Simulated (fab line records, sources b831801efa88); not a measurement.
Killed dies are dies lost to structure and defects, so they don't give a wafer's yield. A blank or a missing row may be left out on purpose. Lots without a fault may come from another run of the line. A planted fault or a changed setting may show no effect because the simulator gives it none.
One fault seen from 2 desks | flow sky130 | each desk has only its own numbers; what lay behind them comes last

THE TOOL OWNER'S DESK: litho_track-02
The tool's own readings at SKY_NWELL_DEVELOP_22 (develop time 60 s): means of the sampled wafers that have a number, for each lot that ran on this tool. A lot is out of limits, marked OUT, if its mean lies more than 4 standard deviations from the usual mean; the brackets give that distance.
Columns: A = resist_line_temp_C at SKY_NWELL_DEVELOP_22, usual 23.02 C
lot  | first seen here | A
L692 | day 5 11:00     | 22.97
L703 | day 8 06:00     | 22.99
L704 | day 8 11:00     | 23.12
This desk's finding: nothing out of limits on any of the 3 lots.

THE METROLOGY DESK
What the gauges read, lot by lot, whatever tool the lot ran on: means of the sampled wafers that have a number. A lot is out of limits, marked OUT, if its mean lies more than 4 standard deviations from the usual mean; the brackets give that distance. Of its 10 readings 7 are shown: those that lie furthest out on some lot.
Columns: A = NWELL_00_OVL at SKY_NWELL_OVL_MEAS_10, usual -0.8 nm; B = NWELL_TW at SKY_NWELL_TW_MEAS_15, usual 1835; C = NWELL_01_OVL at SKY_NWELL_OVL_MEAS_23, usual 0.0 nm; D = NWELL_2_TW at SKY_NWELL_TW_MEAS_26, usual 503.6; E = PWDE_RS at SKY_NWELL_RS_MEAS_31, usual 5270 ohm/sq; F = VT_ADJUST_HVTP_OVL at SKY_VT_ADJUST_HVTP_OVL_MEAS_08, usual -0.5 nm; G = VT_ADJUST_LVTN_OVL at SKY_VT_ADJUST_LVTN_OVL_MEAS_07, usual 0.5 nm
lot  | first seen here | A    | B    | C    | D     | E    | F    | G
L692 | day 4 18:28     | 0.1  | 1835 | 0.6  | 504.7 | 5256 | -2.0 | 1.0
L694 | day 5 04:11     | 1.1  | 1816 | -0.0 | 500.8 | 5284 | -0.7 | 0.6
L703 | day 7 09:52     | 0.5  | 1822 | 2.2  | 500.7 | 5299 | -0.8 | 1.2
L704 | day 7 14:55     | -0.9 | 1821 | -0.6 | 508.4 | 5313 | -1.5 | 1.0
L705 | day 7 21:19     | -1.6 | 1814 | -1.9 | 507.5 | 5278 | 1.2  | -1.5
L710 | day 9 03:34     | -2.0 | 1832 | -2.0 | 505.1 | 5263 | 0.2  | 0.5
This desk's finding: nothing out of limits on any of the 6 lots.

PUT TOGETHER
The tool owner's desk saw nothing out of limits.
The metrology desk saw nothing out of limits.

WHAT THE SIMULATOR HAD PUT IN
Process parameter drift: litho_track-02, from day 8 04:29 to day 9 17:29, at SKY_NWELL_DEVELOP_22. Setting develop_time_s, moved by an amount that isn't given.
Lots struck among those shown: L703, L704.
